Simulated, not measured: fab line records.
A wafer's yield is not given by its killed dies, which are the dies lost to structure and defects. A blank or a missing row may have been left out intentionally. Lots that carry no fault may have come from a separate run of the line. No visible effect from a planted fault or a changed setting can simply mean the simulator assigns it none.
Comparing a struck lot with a sound one -- flow sky130 -- 36 steps out of a route of 708
Sound: the wafers L684.1, L684.2, L684.5. The struck wafers were L683.1, L683.3, L683.6. Last of all comes the cause.
Order at every step that has rows: each side's tool, ch and its chambers, its first start. Under that, the readings that differ: sound wafers -- struck wafers -- difference of the means -- sigmas: that difference in standard deviations of wafers without a fault.
alike: readings with means less than 2 such deviations apart, plus words and numbers identical on both sides. not compared: withheld readings, readings lacking a value on some wafer, bounds such as >300 that could conceal the same value, and numbers that have no deviation in the record and whose values overlap.
Wherever a step has rows on one side only, a row that says differs or no value, or a row with sigmas, the two part there. Non-overlapping numbers with no deviation appear without sigmas and do not part them. A reading that every wafer of one side lacks parts them only if that side has two wafers or more.

first, 10 steps without rows for these wafers: SKY_POLY_CUT_ETCH_10 (etches BARC in N2/H2, stops on SiO2, time 45.9 s, target depth 60 nm); SKY_POLY_CUT_ETCH_11 (etches Si3N4 in CF4/CH2F2/Ar, stops on poly-Si, time 42.5 s, target depth 60 nm); SKY_POLY_CUT_STRIP_12 (strips in O2/N2); SKY_SD_P_DEHYDRATE_00 (time 60 s); SKY_SD_P_HMDS_01 (prime time 60 s); SKY_SD_P_COAT_02 (resist thk 1140 nm); SKY_SD_P_SOFTBAKE_03 (time 60 s); SKY_SD_P_EXPOSE_04 (exposes mask PSDM, target cd 380 nm); SKY_SD_P_PEB_05; SKY_SD_P_DEVELOP_06 (develop time 60 s).
SKY_SD_P_IMPLANT_09:
  sound on implanter-01 ch 0, day 28 08:46; struck on implanter-02 ch 0, day 28 07:41
SKY_SD_P_STRIP_10: strips in O2/N2.
  sound on plasma asher-01 ch 0,1, day 28 08:55; struck on plasma asher-01 ch 0,1, day 28 07:50
reading,sound,struck,difference,sigmas
oes product au (a.u.),0.624 0.611 0.614,0.586 0.588 0.588,-0.029,-6
strip time to endpoint s (s),17.50 17.47 17.45,18.92 18.97 18.98,+1.48,+33
  alike: drypump motor current A
  not compared: rf hours counter h
SKY_SD_P_TW_MEAS_11:
  sound on film metro-03 at day 28 09:01; struck on film metro-03 at day 28 07:59
reading,sound,struck,difference,sigmas
SD_P_TW,2858 2848 2853,3150 3153 3146,+297,+12
then, 21 steps without rows for these wafers: SKY_RES_XHIGH_DEHYDRATE_00 (time 60 s); SKY_RES_XHIGH_HMDS_01 (prime time 60 s); SKY_RES_XHIGH_COAT_02 (resist thk 1140 nm); SKY_RES_XHIGH_SOFTBAKE_03 (time 60 s); SKY_RES_XHIGH_EXPOSE_04 (exposes mask URPM, target cd 1270 nm); SKY_RES_XHIGH_PEB_05; SKY_RES_XHIGH_DEVELOP_06 (develop time 60 s); SKY_RES_XHIGH_IMPLANT_07; SKY_RES_XHIGH_STRIP_08 (strips in O2/N2); SKY_SD_N_DEHYDRATE_00 (time 60 s); SKY_SD_N_HMDS_01 (prime time 60 s); SKY_SD_N_COAT_02 (resist thk 1140 nm); SKY_SD_N_SOFTBAKE_03 (time 60 s); SKY_SD_N_EXPOSE_04 (exposes mask NSDM, target cd 380 nm); SKY_SD_N_PEB_05; SKY_SD_N_DEVELOP_06 (develop time 60 s); SKY_SD_N_IMPLANT_09; SKY_SD_N_IMPLANT_10; SKY_SD_N_STRIP_11 (strips in O2/N2); SKY_SD_N_CLEAN_13 (cleans in SC1/SC2, time 150 s); SKY_SD_N_RTA_14 (time 2 s).
-- the record jumps here: 2 days lie between the struck wafers' starts before and after --
SKY_SD_N_RS_MEAS_17: a four-point-probe measurement.
  sound on film metro-02 at day 30 17:57; struck on film metro-03 at day 30 16:13
reading,sound,struck,difference,sigmas
SD_P_RS (ohm/sq),146.3 146.4 146.7,138.0 138.3 138.1,-8.3,-23
-- a jump in the record: the struck wafers' starts before and after are 17 days apart (it breaks off in module SD_N and resumes in module PAD_OPEN, where the first step shown is number 708 of the route) --
SKY_PAD_OPEN_PROBE_99:
  sound on prober-02 at day 47 17:05; struck on prober-01 at day 47 15:35
reading,sound,struck,difference,sigmas
model.etest.res high po.line ohm um,743.2 759.1 734.6,523.7 518 524.6,-223.5,
model.etest.res pdiff.line ohm um,1365 1342 1318,1136 1148 1139,-201,
model.etest.licon high po.rc ohm,349.1 340.7 339.5,200 195 193,-147,
model.etest.pfet g5v0d10v5.r on ohm um,4801 4720 4702,4618 4623 4682,-100,
model.etest.licon pdiff.rc ohm,599.2 576.2 579.5,468.4 479 488.3,-106.4,
model.etest.res high po.rs ohm sq,262.9 268.5 260.6,183.4 181.3 181.5,-81.9,
model.etest.res pdiff hv.rs ohm sq,189.8 187.9 190.9,158.7 157.5 159.6,-30.9,
model.etest.res pdiff.rs ohm sq,196.5 195.5 196.1,165.1 165.1 165.7,-30.7,
  alike: killed_at_M0_to_M3, killed_at_M4_up, killed at contacts, killed at front end, killed at other, killed dies, killed open, killed short

WHERE THEY PART
First at SKY_SD_P_STRIP_10; last, within this record, at SKY_SD_N_RS_MEAS_17. Later steps at which nothing parts them and some readings are alike: SKY_PAD_OPEN_PROBE_99.

WHY: what had been put in by the simulator
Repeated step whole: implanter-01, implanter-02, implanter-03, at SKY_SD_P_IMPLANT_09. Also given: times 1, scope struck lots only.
